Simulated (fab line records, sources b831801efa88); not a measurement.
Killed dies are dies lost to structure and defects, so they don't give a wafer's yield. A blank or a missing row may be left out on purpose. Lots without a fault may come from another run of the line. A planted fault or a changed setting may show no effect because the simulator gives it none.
A struck lot beside a sound one | flow sfq_line | 37 steps out of a route of 325
Sound: wafers L776.4, L776.5, L776.6. Struck: wafer L785.5. (L785.2, L785.6 of the same lot were not struck and are left out.) The cause comes at the end.
At each step with rows: each side's tool, then ch and its chambers, then its first start. Under that, the readings that differ: sound wafers | struck wafers | difference of the means | sigmas: that difference in standard deviations of wafers without a fault.
alike: readings whose means differ by less than 2 such deviations, and words and numbers that are the same on both sides. not compared: withheld readings, readings that some wafer has no value for, bounds like >300 that may hide the same value, and numbers for which the record gives no deviation and whose values overlap.
The two part at a step that has a row with sigmas, a row that says differs or no value, or rows on one side only. Numbers that don't overlap but have no deviation are shown without sigmas and don't part them. A reading that every wafer of one side lacks parts them only if that side has two wafers or more.

SFQ_R5_THK_MEAS_934: measures by xrf.
  sound on film_metro-01, day 49 22:28; struck on film_metro-01, day 54 07:40
  alike: R5_MONX_THK
then, 6 steps without rows for these wafers: SFQ_TRILAYER_R5_LITHO_COAT_141 (resist thk 62 nm); SFQ_TRILAYER_R5_LITHO_COAT_136 (resist thk 600 nm); SFQ_TRILAYER_R5_LITHO_SOFTBAKE_140; SFQ_TRILAYER_R5_LITHO_EXPOSE_137 (exposes mask R5, target cd 500 nm); SFQ_TRILAYER_R5_LITHO_PEB_139 (peb time 60 s); SFQ_TRILAYER_R5_LITHO_DEVELOP_138 (time 60 s).
-- the record jumps here: 6 days lie between the struck wafers' starts before and after --
SFQ_R5_OVL_MEAS_935:
  sound on overlay-02, day 55 10:43; struck on overlay-02, day 60 13:35
  alike: R5_OVL
then, 2 steps without rows for these wafers: SFQ_TRILAYER_R5_BARC_OPEN_METAL_ETCH_177 (etches BARC in O2, target depth 125 nm, time 41.7 s); SFQ_TRILAYER_R5_ETCH_METAL_ETCH_139 (etches the open film in Cl2, stops on SiO2, target depth 60 nm, time 40 s).
SFQ_TRILAYER_R5_STRIP_STRIP_140: strips in O2.
  sound on rie_metal-01 ch 0,1, day 55 11:03; struck on rie_metal-02 ch 0, day 60 13:44
  alike: drypump_motor_current_A, oes_product_au
  not compared: rf_hours_counter_h
then, 1 step without rows for these wafers: SFQ_TRILAYER_R5_STRIP_SOLV_CLEAN_141 (cleans in NMP, time 600 s).
SFQ_TRILAYER_A5C_DEP_PECVD_142: deposits SiO2 from SiH4/N2O, time 15.556 s, target thk 70 nm.
  sound on pecvd-04 ch 0,1,2, day 55 11:40; struck on pecvd-02 ch 1, day 60 14:31
  reading                                              | sound             | struck | difference | sigmas
  model.SiO2_of_TRILAYER_A5C_DEP_PECVD_142.thk_nm (nm) | 71.61 70.72 71.26 | 97.87  | +26.67     |
  alike: heater_power_w, showerhead_vpp_V, throttle_valve_pct
then, 6 steps without rows for these wafers: SFQ_TRILAYER_I5_LITHO_COAT_149 (resist thk 62 nm); SFQ_TRILAYER_I5_LITHO_COAT_144 (resist thk 650 nm); SFQ_TRILAYER_I5_LITHO_SOFTBAKE_148; SFQ_TRILAYER_I5_LITHO_EXPOSE_145 (exposes mask I5, target cd 700 nm); SFQ_TRILAYER_I5_LITHO_PEB_147 (peb time 60 s); SFQ_TRILAYER_I5_LITHO_DEVELOP_146 (time 60 s).
-- the record jumps here: 5 days lie between the struck wafers' starts before and after --
SFQ_I5_OVL_MEAS_936:
  sound on overlay-02, day 61 16:00; struck on overlay-02, day 65 23:21
  alike: I5_OVL
SFQ_TRILAYER_I5_BARC_OPEN_VIA_ETCH_200: etches BARC in O2, target depth 125 nm, time 41.7 s.
  sound on rie_diel-02 ch 1,2, day 61 16:01; struck on rie_diel-02 ch 0, day 65 23:23
  alike: drypump_motor_current_A, oes_product_au
  not compared: rf_hours_counter_h
then, 1 step without rows for these wafers: SFQ_TRILAYER_I5_ETCH_VIA_ETCH_147 (etches the open film in CHF3, stops on Nb, target depth 360 nm).
SFQ_TRILAYER_I5_STRIP_STRIP_148: strips in O2.
  sound on rie_metal-01 ch 0,1, day 61 16:24; struck on rie_metal-02 ch 0, day 65 23:34
  alike: drypump_motor_current_A, oes_product_au
  not compared: rf_hours_counter_h
then, 7 steps without rows for these wafers: SFQ_TRILAYER_I5_STRIP_SOLV_CLEAN_149 (cleans in NMP, time 600 s); SFQ_TRILAYER_C5_LITHO_COAT_156 (resist thk 62 nm); SFQ_TRILAYER_C5_LITHO_COAT_151 (resist thk 650 nm); SFQ_TRILAYER_C5_LITHO_SOFTBAKE_155; SFQ_TRILAYER_C5_LITHO_EXPOSE_152 (exposes mask C5, target cd 500 nm); SFQ_TRILAYER_C5_LITHO_PEB_154 (peb time 60 s); SFQ_TRILAYER_C5_LITHO_DEVELOP_153 (time 60 s).
-- the record jumps here: 5 days lie between the struck wafers' starts before and after --
SFQ_C5_OVL_MEAS_937:
  sound on overlay-02, day 66 20:58; struck on overlay-01, day 71 03:35
  alike: C5_OVL
SFQ_TRILAYER_C5_BARC_OPEN_VIA_ETCH_210: etches BARC in O2, target depth 125 nm, time 41.7 s.
  sound on rie_diel-04 ch 0,1,2, day 66 20:59; struck on rie_diel-04 ch 3, day 71 03:37
  alike: drypump_motor_current_A, oes_product_au
  not compared: rf_hours_counter_h
SFQ_TRILAYER_C5_ETCH_VIA_ETCH_154: etches SiO2 in CHF3, stops on Nb, target depth 84 nm.
  sound on rie_diel-04 ch 0,1,2, day 66 21:01; struck on rie_diel-04 ch 3, day 71 03:39
  reading                        | sound             | struck | difference | sigmas
  oes_product_au (a.u.)          | 0.903 0.902 0.909 | 0.993  | +0.088     | +12
  model.C5.feature_depth_nm (nm) | 71.61 70.72 71.26 | 82.69  | +11.49     |
  model.etch.depth_nm (nm)       | 71.61 70.72 71.26 | 82.69  | +11.49     |
  alike: drypump_motor_current_A
then, 2 steps without rows for these wafers: SFQ_TRILAYER_C5_STRIP_STRIP_155 (strips in O2); SFQ_TRILAYER_C5_STRIP_SOLV_CLEAN_156 (cleans in NMP, time 600 s).
SFQ_TRILAYER_M6_DEP_PRE_CLEAN_158: time 22.5 s.
  sound on pvd_sputter-06, day 66 21:51; struck on pvd_sputter-05, day 71 04:28
  reading                                              | sound             | struck | difference | sigmas
  model.SiO2_of_TRILAYER_A5C_DEP_PECVD_142.thk_nm (nm) | 64.11 63.22 63.76 | 90.37  | +26.67     |
  alike: bias_v
SFQ_TRILAYER_M6_DEP_SPUTTER_157: material Nb, target thk 200 nm, time 133.3 s.
  sound on pvd_sputter-06, day 66 21:52; struck on pvd_sputter-05, day 71 04:30
  alike: throttle_valve_pct

WHERE THEY PART
Only at SFQ_TRILAYER_C5_ETCH_VIA_ETCH_154, within this record. Later steps at which nothing parts them and some readings are alike: SFQ_TRILAYER_M6_DEP_PRE_CLEAN_158, SFQ_TRILAYER_M6_DEP_SPUTTER_157.

WHY: what the simulator had put in
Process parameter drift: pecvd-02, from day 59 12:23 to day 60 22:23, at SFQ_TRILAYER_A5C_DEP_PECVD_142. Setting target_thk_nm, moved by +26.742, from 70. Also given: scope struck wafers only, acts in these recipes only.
